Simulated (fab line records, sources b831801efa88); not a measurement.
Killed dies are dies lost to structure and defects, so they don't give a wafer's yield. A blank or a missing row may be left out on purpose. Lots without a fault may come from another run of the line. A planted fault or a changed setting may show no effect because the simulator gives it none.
A struck lot beside a sound one | flow gf180mcu | 13 steps out of a route of 602
Sound: wafers L237.1, L237.2, L237.3. Struck: wafers L233.1, L233.4, L233.6. The cause comes at the end.
At each step with rows: each side's tool, then ch and its chambers, then its first start. Under that, the readings that differ: sound wafers | struck wafers | difference of the means | sigmas: that difference in standard deviations of wafers without a fault.
alike: readings whose means differ by less than 2 such deviations, and words and numbers that are the same on both sides. not compared: withheld readings, readings that some wafer has no value for, bounds like >300 that may hide the same value, and numbers for which the record gives no deviation and whose values overlap.
The two part at a step that has a row with sigmas, a row that says differs or no value, or rows on one side only. Numbers that don't overlap but have no deviation are shown without sigmas and don't part them. A reading that every wafer of one side lacks parts them only if that side has two wafers or more.

GF_STI_BOW_MEAS_00:
  sound on film_metro-03, day 5 09:00; struck on film_metro-04, day 4 13:00
  alike: INCOMING_BOW
then, 1 step without rows for these wafers: GF_STI_OXIDATION_01 (stabilise 600 s, purge 300 s, target thk 10 nm).
GF_STI_THK_MEAS_02:
  sound on film_metro-03, day 5 14:52; struck on film_metro-04, day 4 15:08
  alike: STI_OXIDATION_THK
then, 1 step without rows for these wafers: GF_STI_CVD_03 (deposits Si3N4 from DCS/NH3, target thk 207.16 nm, time 3551 s).
GF_STI_THK_MEAS_04:
  sound on film_metro-02, day 5 16:54; struck on film_metro-04, day 4 17:10
  alike: STI_CVD_03_THK
then, 6 steps without rows for these wafers: GF_STI_DEHYDRATE_05 (time 60 s); GF_STI_HMDS_06 (prime time 60 s); GF_STI_COAT_07 (resist thk 700 nm); GF_STI_SOFTBAKE_08 (time 60 s); GF_STI_EXPOSE_09 (exposes mask COMP, target cd 220 nm); GF_STI_PEB_10 (peb time 90 s).
GF_STI_DEVELOP_11: develop time 60 s.
  sound on litho_track-04 ch 0, day 6 07:04; struck on litho_track-04, day 5 06:49
  no value came back on the struck wafers for chill_plate_temp_C (C), develop_time_s (s); on the sound wafers chill_plate_temp_C (C) reads 23.14 22.92 23.05
  reading                              | sound           | struck          | difference | sigmas
  model.KrF_of_STI_COAT_07.thk_nm (nm) | 688.2 685.6 686 | 701 698.6 698.6 | +13        |
GF_STI_CD_MEAS_12: target cd 220 nm.
  sound on cd_sem-01, day 6 07:13; struck on cd_sem-01, day 5 06:58
  reading    | sound             | struck | difference                    | sigmas
  cd_nm (nm) | 223.3 222.2 223.4 | - - -  | no value on the struck wafers |

WHERE THEY PART
First at GF_STI_DEVELOP_11; last, within this record, at GF_STI_CD_MEAS_12.

WHY: what the simulator had put in
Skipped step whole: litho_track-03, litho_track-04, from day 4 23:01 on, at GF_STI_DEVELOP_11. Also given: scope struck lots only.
